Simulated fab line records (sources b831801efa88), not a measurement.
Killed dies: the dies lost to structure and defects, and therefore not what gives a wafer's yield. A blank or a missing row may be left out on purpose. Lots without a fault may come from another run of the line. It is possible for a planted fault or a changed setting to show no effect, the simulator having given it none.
Which tool was responsible? -- flow sky130 -- Sampling: 12 lots, 34 wafers, 4 of 708 route steps

WHAT THE GAUGES READ, wafer by wafer
SKY_GATE_OXIDE_TW_MEAS_14.
lot,measured,on,GATE_OXIDE_TW
L903,day 13 23:55,film metro-02,225.1 225.4 225.3
L904,day 14 05:11,film metro-02,224.0 223.8 224.2
L907,day 15 10:32,film metro-02,225.2 225.7 226.4
L908,day 15 12:07,film metro-03,224.4 223.8 223.4
L909,day 15 20:33,film metro-02,226.1 226.4 225.6
L916,day 18 18:19,film metro-01,226.8 225.5
L918,day 19 07:19,film metro-01,225.2 226.5
L922,day 20 15:40,film metro-02,224.8 224.1 223.9
L923,day 21 05:12,film metro-01,225.8 227.0 225.6
L924,day 22 04:13,film metro-02,224.4 224.4 224.9
L926,day 22 05:16,film metro-01,225.0 224.3 226.0
L925,day 22 06:43,film metro-02,225.8 225.4 225.4

SKY_RES_PROTECT_TW_MEAS_08.
lot,measured,on,POLY_GATE_TW
L903,day 15 05:47,film metro-03,4026 4034 4053
L904,day 15 12:14,film metro-02,4063 4047 4048
L907,day 16 18:40,film metro-03,4004 4032 4001
L908,day 16 19:37,film metro-04,3991 3975 3998
L909,day 17 06:25,film metro-03,4038 4042 4029
L916,day 20 05:46,film metro-02,4038 4046
L918,day 20 17:34,film metro-04,3996 4002
L922,day 22 01:20,film metro-02,4070 4069 4052
L923,day 22 14:11,film metro-04,4002 3977 3987
L924,day 23 13:40,film metro-02,4039 4028 4010
L926,day 23 14:34,film metro-03,4021 4023 4023
L925,day 23 15:19,film metro-03,4024 4015 3994

SKY_CONTACT_THK_MEAS_03.
lot,measured,on,CONTACT_HDPCVD_THK (nm)
L903,day 30 10:20,film metro-04,567 570 569
L904,day 30 19:14,film metro-01,564 563 559
L907,day 32 00:57,film metro-04,562 571 557
L908,day 32 02:47,film metro-01,560 565 560
L909,day 32 08:41,film metro-01,567 562 554
L916,day 35 00:11,film metro-04,515 517
L918,day 35 12:08,film metro-04,515 559
L922,day 36 15:02,film metro-04,555 558 547
L923,day 36 23:31,film metro-04,562 559 561
L924,day 37 23:41,film metro-01,570 571 567
L926,day 37 19:32,film metro-01,560 562 553
L925,day 37 23:52,film metro-04,555 560 556

EACH LOT AND THE TOOL THAT RAN IT (in order: tool; ch and the chambers of the sampled wafers; start)
lot,SKY_CONTACT_HDPCVD_02
L903,"hdpcvd-01 ch 0,2, day 30 10:16"
L904,"hdpcvd-02 ch 0,1, day 30 19:10"
L907,"hdpcvd-01 ch 1,2, day 32 00:53"
L908,"hdpcvd-01 ch 0,2, day 32 02:43"
L909,"hdpcvd-01 ch 0,1,2, day 32 08:37"
L916,"hdpcvd-02 ch 2, day 35 00:05"
L918,"hdpcvd-02 ch 2, day 35 12:02"
L922,"hdpcvd-01 ch 0,1,2, day 36 14:58"
L923,"hdpcvd-01 ch 0,1, day 36 23:26"
L924,"hdpcvd-02 ch 0,1,2, day 37 23:37"
L926,"hdpcvd-01 ch 1,2, day 37 19:28"
L925,"hdpcvd-01 ch 0,2, day 37 23:47"
- SKY_CONTACT_HDPCVD_02: deposits SiO2, target thk 565 nm, time 94.2 s.

WHAT THE TOOLS THEMSELVES READ (means of the sampled wafers that have a number; where no wafer has one, the mark that the record gives instead)
SKY_CONTACT_HDPCVD_02.
lot,tool,run length s (s)
L903,hdpcvd-01,122.1
L904,hdpcvd-02,121.8
L907,hdpcvd-01,122.0
L908,hdpcvd-01,121.7
L909,hdpcvd-01,121.8
L916,hdpcvd-02,115.0
L918,hdpcvd-02,118.9
L922,hdpcvd-01,122.0
L923,hdpcvd-01,122.0
L924,hdpcvd-02,122.2
L926,hdpcvd-01,122.0
L925,hdpcvd-01,121.9

THE ANSWER, worked out from the rows above alone
Rule: the usual values come from the lots themselves. Put in order of their means at a reading, lots are off if they are a third of the lots or fewer, leave a main group of 4 or more, and stand apart from it by a gap of 3 or more times the standard deviation of the main group's means; of several such gaps the widest counts. If all means in a main group match to the digits the tables above print for the reading, that group is not used. A lot without any number at a reading at which 4 lots or more have one is off too. The other lots that the step has rows for count as sound. After the gauges, taken in route order, come the tools' own readings; for these a lot's mean is taken, as printed above. The first step at which some lot is off is used, and at that step the reading that is off furthest; a lot without a number counts as furthest.
Off: L916, L918, seen at SKY_CONTACT_THK_MEAS_03 (CONTACT_HDPCVD_THK). Mean 562 nm and standard deviation 4.6 in the main group.
If a tool, at a process step before that reading, ran all the lots that are off and no sound lot after the first of them, it fits. The gauges at SKY_CONTACT_THK_MEAS_03 aren't tried: what is off there is off at SKY_CONTACT_HDPCVD_02 too, on other tools, and a gauge's error can't cause that. Of those tried, none fits.

WHAT THE SIMULATOR PUT IN
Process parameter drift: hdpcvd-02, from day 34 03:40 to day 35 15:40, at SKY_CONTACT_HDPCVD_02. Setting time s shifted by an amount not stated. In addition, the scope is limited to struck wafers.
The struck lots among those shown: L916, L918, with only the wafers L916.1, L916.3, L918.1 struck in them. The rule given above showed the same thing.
